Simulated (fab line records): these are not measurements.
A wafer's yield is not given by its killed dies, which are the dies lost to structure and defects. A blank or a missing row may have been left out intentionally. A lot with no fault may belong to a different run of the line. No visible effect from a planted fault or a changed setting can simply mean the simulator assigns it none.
The tool behind it: which one? -- flow sfq line -- 41 wafers from 14 lots sampled at 3 of the route's 325 steps

== WHAT THE GAUGES READ, wafer by wafer ==
SFQ_L0_RS_MEAS_901: uses a four-point probe to measure.
lot,measured,on,L0_MONX_KI_RS (ohm/sq)
L910,day 1 12:36,film metro-02,44.0 44.0 43.8
L911,day 1 17:36,film metro-02,43.2 43.2 43.0
L912,day 1 22:34,film metro-04,44.1 43.4 43.9
L913,day 2 03:34,film metro-02,43.2 43.3 43.3
L914,day 2 08:34,film metro-02,43.3 43.1 43.1
L915,day 2 13:35,film metro-04,43.6 44.0 43.8
L919,day 3 09:34,film metro-02,43.6 43.6 43.7
L921,day 3 19:34,film metro-04,43.2 43.2 43.6
L922,day 4 00:36,film metro-04,43.1 43.5 43.9
L924,day 4 10:35,film metro-02,43.9 43.7 43.8
L928,day 5 06:35,film metro-02,43.0 43.1 43.2
L930,day 5 16:34,film metro-02,42.6 43.2 43.0
L932,day 6 02:34,film metro-04,98.9 43.2 42.9 98.7 43.2 42.8
L933,day 6 07:34,film metro-04,98.8 43.5 98.8 43.6

SFQ_L0_THK_MEAS_902: measures by xrf.
lot,measured,on,L0_MONX_KI_THK (nm)
L910,day 1 12:42,film metro-02,39.2 38.8 39.2
L911,day 1 17:42,film metro-02,39.6 39.8 39.8
L912,day 1 22:41,film metro-04,38.9 39.4 38.9
L913,day 2 03:41,film metro-02,39.9 40.0 39.9
L914,day 2 08:41,film metro-02,40.0 40.1 40.1
L915,day 2 13:41,film metro-04,39.5 39.2 39.3
L919,day 3 09:41,film metro-02,39.7 39.7 39.5
L921,day 3 19:41,film metro-04,39.8 39.8 39.4
L922,day 4 00:42,film metro-04,39.9 39.7 39.5
L924,day 4 10:41,film metro-02,39.3 39.3 39.1
L928,day 5 06:41,film metro-02,40.3 40.0 39.9
L930,day 5 16:41,film metro-02,40.4 39.8 39.9
L932,day 6 05:53,film metro-04,17.3 39.8 40.1 17.4 39.7 40.1
L933,day 6 12:48,film metro-04,17.4 39.1 17.4 39.5

== TOOL THAT RAN EACH LOT (tool first, then ch and the chambers of the sampled wafers, then the start) ==
lot,SFQ_TRILAYER_L0_DEP_SPUTTER_003
L910,"pvd sputter-03, day 1 12:29"
L911,"pvd sputter-04, day 1 17:29"
L912,"pvd sputter-04, day 1 22:29"
L913,"pvd sputter-03, day 2 03:29"
L914,"pvd sputter-04, day 2 08:29"
L915,"pvd sputter-05, day 2 13:29"
L919,"pvd sputter-04, day 3 09:29"
L921,"pvd sputter-04, day 3 19:29"
L922,"pvd sputter-05, day 4 00:29"
L924,"pvd sputter-04, day 4 10:29"
L928,"pvd sputter-04, day 5 06:29"
L930,"pvd sputter-03, day 5 16:29"
L932,"pvd sputter-05, day 6 02:29"
L933,"pvd sputter-05, day 6 07:29"
- SFQ_TRILAYER_L0_DEP_SPUTTER_003: material MoNx KI, target thk 40 nm, time 100 s.

== WHAT THE TOOLS THEMSELVES READ (means of the sampled wafers that have a number; where no wafer has one, the mark that the record gives instead) ==
SFQ_TRILAYER_L0_DEP_SPUTTER_003.
lot,tool,throttle valve pct (%)
L910,pvd sputter-03,30.8
L911,pvd sputter-04,29.9
L912,pvd sputter-04,29.5
L913,pvd sputter-03,30.0
L914,pvd sputter-04,29.3
L915,pvd sputter-05,29.7
L919,pvd sputter-04,29.1
L921,pvd sputter-04,29.6
L922,pvd sputter-05,29.3
L924,pvd sputter-04,29.0
L928,pvd sputter-04,29.0
L930,pvd sputter-03,30.0
L932,pvd sputter-05,30.1
L933,pvd sputter-05,29.9

== THE ANSWER, worked out from the rows above alone ==
Rule: usual is defined by the lots themselves. Put in order of their means at a reading, lots are off if they are a third of the lots or fewer, leave a main group of 4 or more, and stand apart from it by a gap of 3 or more times the standard deviation of the main group's means; of several such gaps the widest counts. Not used: any main group whose means are identical at the precision the tables above print for the reading. A lot without any number at a reading at which 4 lots or more have one is off too. Any other lot the step has rows for is counted as sound. After the gauges, taken in route order, come the tools' own readings; for these a lot's mean is taken, as printed above. At the first step where some lot is off, the reading lying furthest off is the one used; lots without a number count as furthest.
Off: at SFQ_L0_RS_MEAS_901 (L0_MONX_KI_RS), L932, L933. The main group has a mean of 43.5 ohm/sq with a standard deviation of 0.32.
If a tool, at a process step before that reading, ran all the lots that are off and no sound lot after the first of them, it fits. Gauges at SFQ_L0_RS_MEAS_901: tried the same way as those tools. Can't be told from this: 2 tools fit, pvd sputter-05 at SFQ_TRILAYER_L0_DEP_SPUTTER_003, film metro-04 at SFQ_L0_RS_MEAS_901.

== WHAT WAS PUT IN BY THE SIMULATOR ==
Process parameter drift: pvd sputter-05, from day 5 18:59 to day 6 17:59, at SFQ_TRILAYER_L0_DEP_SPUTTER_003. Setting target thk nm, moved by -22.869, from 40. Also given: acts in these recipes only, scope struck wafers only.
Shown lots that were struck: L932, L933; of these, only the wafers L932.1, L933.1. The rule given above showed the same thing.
